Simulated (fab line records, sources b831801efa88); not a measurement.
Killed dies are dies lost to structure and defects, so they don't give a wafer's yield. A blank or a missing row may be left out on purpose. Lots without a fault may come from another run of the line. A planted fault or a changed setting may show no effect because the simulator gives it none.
Chamber matching | flow gf180mcu | GF_SAB_CVD_00 on pecvd-01: 3 sister chambers
The step deposits SiO2 from TEOS, target thk 50 nm, time 4.9302 s. 3 wafers are shown with their chamber, then 7 later ones without.

WAFERS WITH THEIR CHAMBER
wafer  | chamber | heater_power_w (W)
L077.3 | 1       | 729
L088.1 | 2       | 595
L088.3 | 0       | 622

WAFERS WITHOUT THEIR CHAMBER
wafer  | heater_power_w (W)
L088.6 | 626
L090.1 | 721
L090.4 | 709
L090.5 | 731
L095.1 | 669
L095.3 | 657
L095.4 | 663

WHICH CHAMBER EACH WENT THROUGH
wafer  | from the rows above          | in truth
L088.6 | can't be placed: 0 or 2      | 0
L090.1 | 1                            | 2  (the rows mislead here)
L090.4 | 1                            | 1
L090.5 | 1                            | 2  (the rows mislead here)
L095.1 | can't be placed: 0 or 1 or 2 | 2
L095.3 | can't be placed: 0 or 2 or 1 | 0
L095.4 | can't be placed: 0 or 1 or 2 | 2
Placed correctly: 1 of 7. Can't be placed from these rows: 4 (the true chamber is among the candidates in 4). Placed wrongly: 2.
How it was worked out, from the rows above alone: a wafer's distance from a chamber is the root of the sum, over the readings, of the square of ((its reading less the chamber's mean) divided by the reading's scatter). The wafer belongs to the nearest chamber; if the next one is less than 2 further off, it can't be placed. A chamber's mean is the mean of its shown wafers. The scatter: with one shown wafer a chamber, the root of the mean of the squares of how far each hidden wafer lies from its nearest shown one.
